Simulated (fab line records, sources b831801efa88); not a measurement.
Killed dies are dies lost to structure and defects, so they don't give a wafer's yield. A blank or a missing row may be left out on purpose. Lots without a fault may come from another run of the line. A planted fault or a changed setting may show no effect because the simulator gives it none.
Which tool did it? | flow sky130 | 24 lots, 72 wafers sampled, at 4 steps of a route of 708

WHAT THE GAUGES READ, wafer by wafer
SKY_SD_P_CD_MEAS_07: target cd 380 nm. Usual: cd_nm 380.1 nm, standard deviation 2.3.
lot  | measured     | on        | cd_nm (nm)        | flag
L075 | day 25 06:41 | cd_sem-01 | 379.6 378.3 377.5 |
L074 | day 25 06:50 | cd_sem-02 | 381.5 379.5 380.6 |
L076 | day 27 02:55 | cd_sem-01 | 378.4 377.8 379.6 |
L077 | day 27 04:09 | cd_sem-02 | 381.8 381.1 381.2 |
L078 | day 30 15:54 | cd_sem-02 | 379.9 377.1 376.6 |
L079 | day 30 18:05 | cd_sem-02 | 379.2 380.1 378.7 |
L080 | day 30 19:28 | cd_sem-01 | 382.2 381.4 380.6 |
L083 | day 30 20:03 | cd_sem-01 | 382.2 384.3 382.1 |
L085 | day 30 20:23 | cd_sem-02 | 377.1 377.9 379.3 |
L081 | day 30 20:25 | cd_sem-01 | 383.9 382.6 381.8 |
L084 | day 30 21:37 | cd_sem-02 | 378.9 379.4 380.5 |
L082 | day 30 22:15 | cd_sem-02 | 380.8 384.6 382.7 |
L086 | day 31 01:02 | cd_sem-02 | 376.2 377.1 376.0 |
L088 | day 31 05:29 | cd_sem-02 | 380.7 378.2 379.9 |
L087 | day 31 06:32 | cd_sem-01 | 380.5 378.1 380.0 |
L089 | day 31 06:50 | cd_sem-01 | 382.7 383.2 382.7 |
L090 | day 31 07:08 | cd_sem-02 | 377.9 378.8 377.7 |
L091 | day 31 08:06 | cd_sem-01 | 378.4 379.7 378.2 |
L092 | day 31 11:04 | cd_sem-02 | 379.8 380.8 381.0 |
L093 | day 31 19:26 | cd_sem-01 | 377.2 376.0 377.5 |
L094 | day 31 22:09 | cd_sem-02 | 382.4 380.9 381.0 |
L095 | day 32 01:43 | cd_sem-01 | 380.4 381.6 378.5 |
L096 | day 32 09:43 | cd_sem-02 | 383.6 381.6 381.3 |
L097 | day 32 22:17 | cd_sem-01 | 380.9 385.4 381.3 |

SKY_SD_N_CD_MEAS_07: target cd 380 nm. Usual: cd_nm 379.8 nm, standard deviation 2.3.
lot  | measured     | on        | cd_nm (nm)        | flag
L075 | day 27 16:16 | cd_sem-01 | 382.0 383.1 381.3 |
L074 | day 27 17:17 | cd_sem-01 | 378.6 380.9 379.1 |
L076 | day 29 11:21 | cd_sem-02 | 379.4 381.3 381.0 |
L077 | day 29 12:47 | cd_sem-01 | 379.3 382.0 379.5 |
L078 | day 32 22:53 | cd_sem-02 | 383.0 380.6 383.0 |
L079 | day 33 01:15 | cd_sem-02 | 382.7 384.0 383.2 |
L080 | day 33 02:13 | cd_sem-02 | 376.8 378.7 379.5 |
L083 | day 33 03:32 | cd_sem-02 | 380.3 379.1 378.5 |
L085 | day 33 03:47 | cd_sem-02 | 380.3 383.9 380.9 |
L081 | day 33 04:04 | cd_sem-02 | 380.5 381.1 378.0 |
L084 | day 33 05:47 | cd_sem-01 | 381.2 379.3 379.4 |
L082 | day 33 06:02 | cd_sem-01 | 380.5 378.3 378.8 |
L086 | day 33 07:12 | cd_sem-02 | 376.4 377.7 376.3 |
L088 | day 33 11:50 | cd_sem-01 | 378.9 378.7 378.8 |
L087 | day 33 12:35 | cd_sem-02 | 378.3 379.3 379.8 |
L089 | day 33 12:51 | cd_sem-01 | 379.2 381.0 380.1 |
L090 | day 33 14:33 | cd_sem-02 | 381.1 384.5 383.5 |
L091 | day 33 14:44 | cd_sem-01 | 376.0 378.5 374.6 |
L092 | day 33 16:33 | cd_sem-01 | 377.6 375.5 372.3 |
L093 | day 34 00:46 | cd_sem-01 | 381.2 381.0 380.6 |
L094 | day 34 04:11 | cd_sem-01 | 380.0 382.6 381.2 |
L095 | day 34 07:39 | cd_sem-01 | 383.8 381.9 380.8 |
L096 | day 34 15:04 | cd_sem-01 | 380.2 377.7 380.0 |
L097 | day 35 04:11 | cd_sem-01 | 379.0 377.9 378.3 |

SKY_SD_N_OVL_MEAS_08. Usual: SD_N_OVL -0.1 nm, standard deviation 1.2.
lot  | measured     | on         | SD_N_OVL (nm)  | flag
L075 | day 27 16:23 | overlay-02 | 1.1 -0.8 0.6   |
L074 | day 27 17:25 | overlay-02 | 0.9 0.9 0.6    |
L076 | day 29 11:28 | overlay-02 | -1.2 0.9 0.4   |
L077 | day 29 12:55 | overlay-02 | 1.1 1.2 1.8    |
L078 | day 32 23:01 | overlay-02 | -1.8 -0.6 -0.2 |
L079 | day 33 01:22 | overlay-02 | -0.9 0.8 0.0   |
L080 | day 33 02:20 | overlay-02 | 1.4 -0.5 0.5   |
L083 | day 33 03:40 | overlay-02 | 0.4 -0.3 1.2   |
L085 | day 33 03:53 | overlay-02 | 1.4 2.1 1.4    |
L081 | day 33 04:11 | overlay-02 | 0.8 1.3 -0.2   |
L084 | day 33 05:53 | overlay-02 | -0.9 -0.5 -1.1 |
L082 | day 33 06:10 | overlay-01 | -0.7 -1.9 -1.4 |
L086 | day 33 07:19 | overlay-02 | 1.0 1.3 0.2    |
L088 | day 33 11:56 | overlay-01 | 0.5 0.8 1.2    |
L087 | day 33 12:43 | overlay-01 | -2.0 -1.1 -1.5 |
L089 | day 33 12:58 | overlay-01 | 0.3 0.2 0.2    |
L090 | day 33 14:40 | overlay-02 | 1.1 1.9 0.0    |
L091 | day 33 14:52 | overlay-01 | -1.1 -0.3 -0.6 |
L092 | day 33 16:40 | overlay-02 | 0.0 -0.9 -0.1  |
L093 | day 34 00:53 | overlay-01 | -0.1 0.5 -0.2  |
L094 | day 34 04:19 | overlay-01 | -2.8 -2.8 -1.3 |
L095 | day 34 07:46 | overlay-02 | 0.5 -0.6 0.6   |
L096 | day 34 15:11 | overlay-01 | -1.2 -2.7 -1.8 |
L097 | day 35 04:16 | overlay-02 | 0.1 -1.2 -0.4  |

SKY_METAL4_OVL_MEAS_14. Usual: METAL4_OVL 6 nm, standard deviation 4.8.
lot  | measured     | on         | METAL4_OVL (nm) | flag
L075 | day 41 10:38 | overlay-02 | 7 10 9          |
L074 | day 41 12:52 | overlay-02 | 16 10 16        |
L076 | day 42 23:26 | overlay-01 | 6 -1 9          |
L077 | day 43 02:07 | overlay-02 | 2 -2 -2         |
L078 | day 45 21:37 | overlay-01 | 11 10 12        |
L079 | day 45 23:51 | overlay-02 | 15 6 13         |
L080 | day 45 22:56 | overlay-01 | 10 3 8          |
L083 | day 46 00:19 | overlay-01 | 5 2 5           |
L085 | day 46 01:08 | overlay-02 | -3 1 3          |
L081 | day 46 00:51 | overlay-01 | 10 7 5          |
L084 | day 46 01:20 | overlay-01 | 5 8 9           |
L082 | day 46 02:06 | overlay-02 | 0 6 10          |
L086 | day 46 03:13 | overlay-01 | 8 8 7           |
L088 | day 46 04:29 | overlay-02 | 11 9 9          |
L087 | day 46 05:42 | overlay-01 | -1 9 8          |
L089 | day 46 08:56 | overlay-01 | 7 16 14         |
L090 | day 46 06:34 | overlay-02 | 0 3 3           |
L091 | day 46 07:46 | overlay-01 | 6 1 7           |
L092 | day 46 09:31 | overlay-01 | 3 -4 2          |
L093 | day 46 14:43 | overlay-02 | 6 10 7          |
L094 | day 46 16:22 | overlay-02 | 11 6 11         |
L095 | day 46 18:13 | overlay-02 | 5 11 15         |
L096 | day 47 02:08 | overlay-01 | 5 9 6           |
L097 | day 47 14:44 | overlay-02 | 4 2 7           |

WHICH TOOL RAN EACH LOT (tool, then ch and the chambers of the sampled wafers, then the start)
The record holds no process step before these readings.

WHAT THE TOOLS THEMSELVES READ (means of the sampled wafers that have a number; where no wafer has one, the mark that the record gives instead)
The record holds no such reading with a usual standard deviation.

THE ANSWER, worked out from the rows above alone
Rule: a lot is off if the mean of its wafers that have a number lies more than 3 standard deviations from the usual mean. A lot without any number at a reading at which 4 lots or more have one is off too. The other lots that the step has rows for count as sound. The gauges are gone through in route order, then the tools' own readings, and for those a lot's mean is taken as printed above. The first step at which some lot is off is used, and at that step the reading that is off furthest; a lot without a number counts as furthest.
No lot is off at any reading shown: from this, nothing can be told.

WHAT THE SIMULATOR HAD PUT IN
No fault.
